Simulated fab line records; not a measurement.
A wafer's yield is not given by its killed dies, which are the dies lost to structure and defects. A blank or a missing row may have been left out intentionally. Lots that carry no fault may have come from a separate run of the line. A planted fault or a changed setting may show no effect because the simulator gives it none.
Problem report, 8D (eight disciplines) form, completed by code ; flow sky130 ; the parts of the form that need people (team, actions taken, sign-off) are left out

## 1. THE ISSUE
Wafers without a fault read 19.999 s, standard deviation 0.0086; overpolish run s at SKY_VIA3_CMP_24 reads a mean of 0.039 s on 9 wafers belonging to 3 lots. So: -99 or more standard deviations from the usual mean.
The step: polishes, stops on SiO2, t overpolish 20 s, target thk 0 nm.
The first sign was on wafer L381.4 at day 41 14:58, on cmp-01. Wafers with a number at this step in the record: 45, from 15 lots. Rule for "out" (also "out of limits"): further than 4 standard deviations from the usual mean. The rest of the wafers with a number are treated as sound.

## 2. WHAT IT IS; WHAT IT IS NOT
question;is;is not
which readings at this step;overpolish run s, time to endpoint s;motor current A
which lots;L381, L382, L383;L379, L380, L384, L390, L391, L393, L394, L396, L397, L398, L399, L400
which wafers of those lots;all that have a number;-
read on which tools;cmp-01;cmp-02
when;from day 41 14:58;"up to then (6 sound wafers); but 30 sound wafers of L384, L390, L391, L393, L394, L396, L397, L398, L399, L400 came after"

## 3. WHAT RULES OUT EACH SUSPECT
Counting: any tool at a process step up to the reading is kept as a suspect provided that every lot that is out went through it and no sound lot did after the first of them.
- cmp-01 at SKY_VIA3_CMP_24 (polishes, stops on SiO2, t overpolish 20 s, target thk 0 nm): ruled out as a lasting fault. After its first lot that is out, L381 (day 41 14:58), sound lots L396, L397, L399 ran on it.
Left after counting: nothing in the record.

## 4. THE CAUSE (what the simulator had put in)
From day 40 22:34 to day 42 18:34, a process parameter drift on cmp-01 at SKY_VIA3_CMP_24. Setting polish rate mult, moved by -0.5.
Counting ruled it out, wrongly.

## 5. SEQUENCE OF EFFECTS, ordered by route
One row per reading whose mean, taken over the struck wafers that have a number, lies over 3 standard deviations from the usual. Only readings whose record carries a usual standard deviation are examined. hours: median over the lots of the time between each lot's start at the first step of this table that gives one and its start at this step. sigmas: the change, counted in usual standard deviations.
hours;step;reading;usual;on struck wafers;change;sigmas
0;SKY_VIA3_CMP_24;overpolish run s;19.999 s;0.039;-19.960;-99 or more
0;SKY_VIA3_CMP_24;time to endpoint s;95 s;149;+54;+14
137;SKY_PAD_OPEN_PROBE_99;defect limited yield;82.7 %;0.0;-82.7;-44
137;SKY_PAD_OPEN_PROBE_99;killed_at_M0_to_M3;43;450;+407;+60
137;SKY_PAD_OPEN_PROBE_99;killed dies;85;492;+407;+44
137;SKY_PAD_OPEN_PROBE_99;killed on rim;17;96;+79;+21
137;SKY_PAD_OPEN_PROBE_99;sort_bin_3_pad_short;0.8 %;83.9;+83.1;+99 or more
137;SKY_PAD_OPEN_PROBE_99;sort n pass;407;0;-407;-44
137;SKY_PAD_OPEN_PROBE_99;sort yield pct;82.7 %;0.0;-82.7;-44
Here are the process steps it includes:
- SKY_VIA3_CMP_24: polishes, stops on SiO2, t overpolish 20 s, target thk 0 nm.
- SKY_PAD_OPEN_PROBE_99

## 6. WHAT WOULD HAVE CAUGHT IT SOONER
In this record no reading fell out of limits until day 41 14:58, 16 hours after the fault had begun at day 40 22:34.
